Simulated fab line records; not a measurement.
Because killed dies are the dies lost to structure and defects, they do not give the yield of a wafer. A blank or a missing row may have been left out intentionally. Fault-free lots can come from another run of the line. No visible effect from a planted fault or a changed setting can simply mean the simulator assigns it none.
Matching of chambers -- flow sky130 -- cmp-01 running SKY_VIA2_CMP_24: 4 sister chambers
The step polishes, stops on SiO2, t overpolish 20 s, target thk 0 nm. 8 wafers are shown with their chamber, then 8 later ones without.

## WAFERS WITH THEIR CHAMBER
wafer,chamber,motorCurrentA (A),timeToEndpointS (s)
L075.4,1,12.5,103
L076.4,3,12.3,97
L078.3,3,12.2,101
L078.4,0,12.7,97
L081.1,2,10.8,103
L081.3,1,12.8,109
L081.4,0,12.5,99
L086.4,2,10.5,109

## WAFERS MISSING THEIR CHAMBER
wafer,motorCurrentA (A),timeToEndpointS (s)
L086.5,10.4,113
L086.6,11.8,105
L088.3,12.7,99
L088.5,13.1,100
L088.6,12.3,109
L094.1,10.5,102
L094.2,11.9,108
L094.4,12.5,101

## WHICH CHAMBER EACH ONE RAN IN
wafer,from the rows above,in truth
L086.5,2,2
L086.6,can't be placed: 3 or 1 or 0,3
L088.3,can't be placed: 0 or 1 or 3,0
L088.5,can't be placed: 0 or 1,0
L088.6,can't be placed: 1 or 3 or 0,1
L094.1,2,2
L094.2,can't be placed: 3 or 1 or 0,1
L094.4,can't be placed: 0 or 3 or 1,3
2 of 8 placed correctly. Cannot be placed on the basis of these rows: 6; the candidates contain the true chamber in 6. Number placed wrongly: 0.
How it was worked out, from the rows above alone: a wafer's distance from a chamber is the root of the sum, over the readings, of the square of ((its reading less the chamber's mean) divided by the reading's scatter). If the next closest chamber is less than 2 further off than the closest, the wafer can't be placed; otherwise it belongs to the closest. Each chamber's mean is taken over the wafers shown for it. The scatter is the square root of a quotient: the sum, over the shown wafers, of each reading's squared deviation from its chamber's mean, divided by wafers minus chambers.
